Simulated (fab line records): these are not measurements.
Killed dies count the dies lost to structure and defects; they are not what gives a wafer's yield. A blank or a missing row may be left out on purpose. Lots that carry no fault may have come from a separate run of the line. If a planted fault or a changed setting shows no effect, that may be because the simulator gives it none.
Which tool was responsible?    flow sky130    72 wafers from 24 lots sampled at 5 of the route's 708 steps

== WHAT THE GAUGES SHOWED, per wafer ==
SKY_SD_P_OVL_MEAS_08.
lot   measured      on          SD_P_OVL (nm)
L075  day 26 04:52  overlay-01  -1.2 -0.4 -0.4
L074  day 26 11:45  overlay-01  -1.1 -1.1 0.6
L076  day 27 07:37  overlay-01  1.8 3.1 1.0
L077  day 27 07:49  overlay-02  -0.3 -1.9 -1.2
L079  day 27 14:36  overlay-01  2.1 0.6 3.2
L078  day 27 21:26  overlay-02  1.3 1.7 1.0
L084  day 30 03:01  overlay-02  1.8 1.8 2.6
L082  day 30 05:35  overlay-01  0.0 0.5 -0.4
L081  day 30 06:36  overlay-02  0.7 2.1 1.9
L085  day 30 10:53  overlay-01  3.2 1.8 2.0
L087  day 30 11:07  overlay-01  1.1 0.8 -0.2
L080  day 30 11:26  overlay-01  2.1 1.1 1.6
L086  day 30 12:37  overlay-02  0.2 0.3 -0.8
L088  day 30 12:55  overlay-02  0.7 0.9 1.0
L083  day 30 13:21  overlay-01  2.2 2.3 2.6
L089  day 30 14:22  overlay-01  4.0 3.7 2.7
L090  day 30 20:59  overlay-02  1.2 1.2 1.0
L091  day 31 18:20  overlay-01  1.2 3.0 1.0
L092  day 31 21:10  overlay-02  -0.6 1.4 -0.7
L093  day 31 22:06  overlay-01  0.8 -0.6 1.3
L094  day 32 01:08  overlay-02  1.5 1.1 0.4
L095  day 32 09:31  overlay-01  1.2 2.3 2.9
L096  day 32 20:10  overlay-01  -0.2 1.3 1.4
L097  day 33 00:04  overlay-01  0.5 0.8 0.5

SKY_SD_N_CD_MEAS_07 targets a cd of 380 nm.
lot   measured      on         cd-nm (nm)
L075  day 28 13:24  cd-sem-01  383.9 380.2 382.1
L074  day 28 20:38  cd-sem-02  380.7 379.5 378.2
L076  day 29 16:28  cd-sem-01  378.3 378.4 379.1
L077  day 29 16:39  cd-sem-02  379.3 382.4 380.1
L079  day 29 23:19  cd-sem-01  381.4 383.2 383.5
L078  day 30 06:07  cd-sem-02  385.9 381.3 382.1
L084  day 32 08:59  cd-sem-01  380.4 380.6 382.8
L082  day 32 11:38  cd-sem-02  384.8 381.8 379.7
L081  day 32 13:33  cd-sem-02  383.1 379.6 383.0
L085  day 32 15:58  cd-sem-02  382.1 381.8 380.6
L087  day 32 16:28  cd-sem-02  381.0 379.6 381.7
L080  day 32 17:26  cd-sem-02  377.0 376.7 379.1
L086  day 32 19:23  cd-sem-02  380.8 384.6 382.8
L088  day 32 19:59  cd-sem-01  381.6 382.7 381.3
L083  day 32 20:20  cd-sem-01  384.3 385.7 384.8
L089  day 32 20:27  cd-sem-02  381.7 383.0 382.6
L090  day 33 02:11  cd-sem-01  378.1 377.8 378.9
L091  day 33 23:24  cd-sem-01  378.4 377.9 379.4
L092  day 34 01:32  cd-sem-01  376.4 376.3 376.0
L093  day 34 02:02  cd-sem-01  372.7 374.1 373.4
L094  day 34 04:46  cd-sem-01  378.5 377.0 376.7
L095  day 34 13:09  cd-sem-02  383.4 384.1 383.5
L096  day 35 01:14  cd-sem-01  378.4 376.6 379.8
L097  day 35 05:03  cd-sem-01  381.4 381.2 379.4

SKY_CONTACT_OVL_MEAS_15.
lot   measured      on          CONTACT_OVL (nm)
L075  day 32 05:46  overlay-02  -3 -3 2
L074  day 32 09:53  overlay-02  6 10 10
L076  day 33 05:45  overlay-02  1 -2 4
L077  day 33 06:06  overlay-01  7 -2 -7
L079  day 33 12:22  overlay-02  0 -2 5
L078  day 33 18:58  overlay-02  -5 -1 -2
L084  day 35 20:01  overlay-02  -4 -7 -2
L082  day 35 22:20  overlay-01  9 0 3
L081  day 36 00:02  overlay-01  -1 0 6
L085  day 36 03:19  overlay-01  2 4 12
L087  day 36 03:39  overlay-01  3 7 5
L080  day 36 05:16  overlay-01  16 8 7
L086  day 36 06:01  overlay-01  5 1 3
L088  day 36 07:55  overlay-02  -10 -3 -13
L083  day 36 08:16  overlay-02  6 -1 0
L089  day 36 08:51  overlay-02  0 3 8
L090  day 36 13:43  overlay-01  6 -5 -4
L091  day 37 10:46  overlay-01  8 9 -1
L092  day 37 13:33  overlay-01  -6 -1 -7
L093  day 37 13:48  overlay-01  -8 3 -5
L094  day 37 15:56  overlay-01  8 13 7
L095  day 37 23:52  overlay-01  13 15 15
L096  day 38 11:23  overlay-02  9 17 10
L097  day 38 15:16  overlay-02  11 7 9

SKY_VIA1_OVL_MEAS_13.
lot   measured      on          VIA1_OVL (nm)
L075  day 34 11:49  overlay-01  -3 6 -1
L074  day 34 17:39  overlay-02  -4 -9 1
L076  day 35 13:19  overlay-01  -8 -11 -9
L077  day 35 13:35  overlay-02  -6 -6 -6
L079  day 35 18:51  overlay-01  6 7 6
L078  day 36 02:51  overlay-01  2 -2 -1
L084  day 38 02:18  overlay-02  -8 0 -3
L082  day 38 05:14  overlay-02  4 0 3
L081  day 38 07:39  overlay-01  3 -1 0
L085  day 38 10:28  overlay-01  -3 0 3
L087  day 38 10:43  overlay-02  0 0 1
L080  day 38 11:44  overlay-01  1 0 -1
L086  day 38 13:31  overlay-02  6 5 5
L088  day 38 14:16  overlay-01  3 4 4
L083  day 38 14:55  overlay-01  -1 3 2
L089  day 38 15:45  overlay-02  -5 -3 -1
L090  day 38 20:43  overlay-01  4 -4 -3
L091  day 39 16:13  overlay-02  -1 -8 0
L092  day 39 19:16  overlay-01  -2 -2 -1
L093  day 39 19:42  overlay-01  -2 -1 -3
L094  day 39 20:43  overlay-02  -5 -6 -7
L095  day 40 04:18  overlay-02  1 1 4
L096  day 40 15:56  overlay-02  12 10 7
L097  day 40 20:06  overlay-02  2 1 -2

== TOOL THAT RAN EACH LOT (tool first, then ch and the chambers of the sampled wafers, then the start) ==
lot   SKY_LOCAL_INTERCONNECT_STRIP_15
L075  plasma-asher-04 ch 0,1, day 31 01:22
L074  plasma-asher-02 ch 0,1, day 31 06:40
L076  plasma-asher-01 ch 0,1, day 32 02:34
L077  plasma-asher-04 ch 0,1, day 32 02:49
L079  plasma-asher-01 ch 1, day 32 09:35
L078  plasma-asher-01 ch 0,1, day 32 15:34
L084  plasma-asher-01 ch 0,1, day 34 16:38
L082  plasma-asher-04 ch 0,1, day 34 18:47
L081  plasma-asher-02 ch 0,1, day 34 20:55
L085  plasma-asher-01 ch 0,1, day 34 23:39
L087  plasma-asher-02 ch 0,1, day 35 00:19
L080  plasma-asher-02 ch 0,1, day 35 01:37
L086  plasma-asher-04 ch 0,1, day 35 02:23
L088  plasma-asher-02 ch 0,1, day 35 04:29
L083  plasma-asher-04 ch 1, day 35 05:19
L089  plasma-asher-01 ch 0,1, day 35 05:34
L090  plasma-asher-04 ch 0, day 35 10:02
L091  plasma-asher-01 ch 0,1, day 36 07:50
L092  plasma-asher-02 ch 0,1, day 36 09:55
L093  plasma-asher-01 ch 0,1, day 36 10:23
L094  plasma-asher-02 ch 0,1, day 36 12:52
L095  plasma-asher-04 ch 0,1, day 36 20:40
L096  plasma-asher-02 ch 0,1, day 37 08:26
L097  plasma-asher-02 ch 0,1, day 37 12:46
- SKY_LOCAL_INTERCONNECT_STRIP_15: strips in O2/N2.

== WHAT THE TOOLS THEMSELVES READ (means of the sampled wafers that have a number; where no wafer has one, the mark that the record gives instead) ==
SKY_LOCAL_INTERCONNECT_STRIP_15.
lot   tool             drypump-motor-current-A (A)  oes-product-au (a.u.)  strip-time-to-endpoint-s (s)
L075  plasma-asher-04  5.7                          0.425                  4.722
L074  plasma-asher-02  4.9                          0.429                  4.687
L076  plasma-asher-01  5.8                          0.428                  4.721
L077  plasma-asher-04  6.0                          0.427                  4.693
L079  plasma-asher-01  6.0                          0.423                  4.717
L078  plasma-asher-01  5.9                          0.428                  4.697
L084  plasma-asher-01  5.7                          0.423                  4.726
L082  plasma-asher-04  6.0                          0.419                  4.686
L081  plasma-asher-02  4.9                          0.425                  4.685
L085  plasma-asher-01  5.7                          0.423                  4.703
L087  plasma-asher-02  5.0                          0.423                  4.708
L080  plasma-asher-02  5.1                          0.422                  4.721
L086  plasma-asher-04  6.0                          0.429                  4.718
L088  plasma-asher-02  5.0                          0.428                  4.689
L083  plasma-asher-04  5.5                          0.427                  4.724
L089  plasma-asher-01  5.9                          0.422                  4.699
L090  plasma-asher-04  6.2                          0.428                  4.679
L091  plasma-asher-01  5.7                          0.429                  4.707
L092  plasma-asher-02  4.9                          0.429                  4.680
L093  plasma-asher-01  5.9                          0.428                  4.728
L094  plasma-asher-02  4.9                          0.427                  4.716
L095  plasma-asher-04  5.8                          0.424                  4.739
L096  plasma-asher-02  5.1                          0.429                  4.697
L097  plasma-asher-02  4.9                          0.423                  4.697

== THE ANSWER, worked out from the rows above alone ==
Rule: the usual values come from the lots themselves. Put in order of their means at a reading, lots are off if they are a third of the lots or fewer, leave a main group of 4 or more, and stand apart from it by a gap of 3 or more times the standard deviation of the main group's means; of several such gaps the widest counts. A main group is skipped when, at the precision printed for the reading in the tables above, its means are all equal. Also off: a lot with no number at a reading for which 4 or more lots have one. Where the step has rows for the other lots, those lots are counted as sound. After the gauges, taken in route order, come the tools' own readings; for these a lot's mean is taken, as printed above. The first step at which some lot is off is used, and at that step the reading that is off furthest; a lot without a number counts as furthest.
Nothing can be told from this: no lot is off at any reading shown.

== WHAT HAD BEEN PUT IN BY THE SIMULATOR ==
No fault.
